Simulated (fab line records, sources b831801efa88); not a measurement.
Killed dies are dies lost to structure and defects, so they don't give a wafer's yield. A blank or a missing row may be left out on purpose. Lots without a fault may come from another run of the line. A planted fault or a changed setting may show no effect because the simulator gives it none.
Split-lot experiment | flow sky130 | 5 lots, 23 wafers read, on a route of 708 steps

THE SPLIT
At SKY_VIA3_HDPCVD_00 (deposits SiO2, target thk 1635 nm, time 272.5 s), the setting time_s was moved away from the recipe's 272.5 s on 4 of the 23 wafers read, by -10.3% to +4.0%. The other wafers ran this setting at the recipe's value.

The file shows no step between the split and the reading.

THE READING
VIA3_HDPCVD_THK, in nm, at SKY_VIA3_THK_MEAS_01. Fault-free wafers of this fab line usually give 1636 nm, standard deviation 17 nm.

wafer  | tool, chamber at the split | time_s as run, s | against the recipe | VIA3_HDPCVD_THK, nm | against lot-mates on the recipe
L076.2 | hdpcvd-01, 2               | 272.5            | recipe             | 1610                | -
L076.3 | hdpcvd-01, 1               | 244.4            | -10.3%             | 1440                | -172
L076.4 | hdpcvd-01, 2               | 244.4            | -10.3%             | 1435                | -177
L076.5 | hdpcvd-01, 0               | 272.5            | recipe             | 1627                | -
L076.6 | hdpcvd-01, 1               | 272.5            | recipe             | 1599                | -
L075.1 | hdpcvd-02, 1,2,2           | 272.5            | recipe             | 1625                | -
L075.2 | hdpcvd-02, 0               | 272.5            | recipe             | 1612                | -
L075.3 | hdpcvd-02, 1,2,2           | 272.5            | recipe             | 1622                | -
L075.5 | hdpcvd-02, 0               | 272.5            | recipe             | 1630                | -
L075.6 | hdpcvd-02, 1,2,2           | 272.5            | recipe             | 1621                | -
L079.3 | hdpcvd-01, 0               | 272.5            | recipe             | 1672                | -
L079.5 | hdpcvd-01, 2               | 272.5            | recipe             | 1641                | -
L079.6 | hdpcvd-01, 1               | 272.5            | recipe             | 1644                | -
L082.1 | hdpcvd-01, 0               | 283.4            | +4.0%              | 1704                | +63
L082.2 | hdpcvd-01, 1               | 283.4            | +4.0%              | 1688                | +47
L082.3 | hdpcvd-01, 2               | 272.5            | recipe             | 1627                | -
L082.4 | hdpcvd-01, 0               | 272.5            | recipe             | 1649                | -
L082.5 | hdpcvd-01, 2               | 272.5            | recipe             | 1648                | -
L084.1 | hdpcvd-01, 1,0,1           | 272.5            | recipe             | 1643                | -
L084.2 | hdpcvd-01, 2               | 272.5            | recipe             | 1626                | -
L084.4 | hdpcvd-01, 1,0,1           | 272.5            | recipe             | 1655                | -
L084.5 | hdpcvd-01, 2               | 272.5            | recipe             | 1651                | -
L084.6 | hdpcvd-01, 1,0,1           | 272.5            | recipe             | 1631                | -
Where a row lists several chambers, the file gives one row for several wafers and doesn't say which wafer went through which chamber.

THE FIT
A straight line over all 23 wafers: VIA3_HDPCVD_THK changes by +18.5 nm for each +1% of time_s; r = +0.96; the points scatter about the line by 17 nm.
The same after taking each lot's own level away (the mean of its wafers on the recipe; 23 wafers): +16.4 nm for each +1%; r = +0.98; scatter 11 nm.
On that fit, the largest move of time_s shifts the reading by 1.7e+02 nm.
The lots' own levels span 1612.0 to 1652.3 nm, that is 2.4 times the standard deviation above.
So the lot-to-lot level changes the slope: the two fits differ.
Check: with one of the wafers moved furthest among these (-10.3%) left out of the fit, the line predicts -170 nm for it against its lot-mates. It came out at -172 nm against them.

OTHER SPLITS ON THESE WAFERS
These wafers also went through other splits before the reading. Each is held against what the fit with the lots' levels taken away leaves over:
other split on the same wafers     | wafers away from the commonest value | r with VIA3_HDPCVD_THK (lot level and that fit taken away)
SKY_CAPM_SPUTTER_02 time_s         | 7                                    | -0.01
SKY_CAPM_DEVELOP_11 develop_time_s | 9                                    | +0.10

THE WHOLE CHAIN: every reading that the file lists as answering this split, in the file's order
step                 | what it does                                    | reading                                                                        | change (the file's fit)              | r (the file's)
SKY_VIA3_HDPCVD_00   | deposits SiO2, target thk 1635 nm, time 272.5 s | SiO2_of_VIA3_HDPCVD_00.thk_nm (the simulator's own value, which no gauge read) | +16.7 nm for each +1% of the setting | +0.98
SKY_VIA3_THK_MEAS_01 |                                                 | VIA3_HDPCVD_THK                                                                | +16.5 for each +1% of the setting    | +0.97

THE FILE'S OWN FIT
VIA3_HDPCVD_THK changes by +16.5 nm for each +1% of time_s, r = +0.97.
